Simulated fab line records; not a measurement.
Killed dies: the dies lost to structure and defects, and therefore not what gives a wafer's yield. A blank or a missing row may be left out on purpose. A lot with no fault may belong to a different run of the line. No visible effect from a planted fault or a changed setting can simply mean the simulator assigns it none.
Matching of chambers ; flow gf180mcu ; GF_CONTACT_CMP_27 on cmp-02 has 4 sister chambers
The step polishes, stops on SiO2, t overpolish 15 s, target thk 0 nm. 4 wafers are shown with their chamber, then 10 later ones without.

WAFERS WITH THEIR CHAMBER
wafer;chamber;motor current A (A)
L100.6;3;9.8
L102.1;1;10.7
L104.2;0;10.8
L104.3;2;13.2

WAFERS MISSING THEIR CHAMBER
wafer;motor current A (A)
L104.5;10.1
L107.3;10.2
L107.4;14.0
L107.6;10.6
L111.3;9.9
L111.4;10.2
L111.6;10.2
L113.1;13.6
L113.2;10.3
L113.3;10.7

WHICH CHAMBER EACH WENT THROUGH
wafer;from the rows above;in truth
L104.5;can't be placed: 3 or 1 or 0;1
L107.3;can't be placed: 3 or 1 or 0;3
L107.4;2;2
L107.6;can't be placed: 1 or 0 or 3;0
L111.3;can't be placed: 3 or 1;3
L111.4;can't be placed: 3 or 1 or 0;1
L111.6;can't be placed: 3 or 1 or 0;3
L113.1;2;2
L113.2;can't be placed: 1 or 0 or 3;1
L113.3;can't be placed: 1 or 0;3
Correctly placed: 2 of 10. Can't be placed from these rows: 8 (the true chamber is among the candidates in 7). Number placed wrongly: 0.
How it was worked out, from the rows above alone: a wafer's distance from a chamber is the root of the sum, over the readings, of the square of ((its reading less the chamber's mean) divided by the reading's scatter). The wafer belongs to the nearest chamber; if the next one is less than 2 further off, it can't be placed. Each chamber's mean is taken over the wafers shown for it. The scatter: with one shown wafer a chamber, the root of the mean of the squares of how far each hidden wafer lies from its nearest shown one.
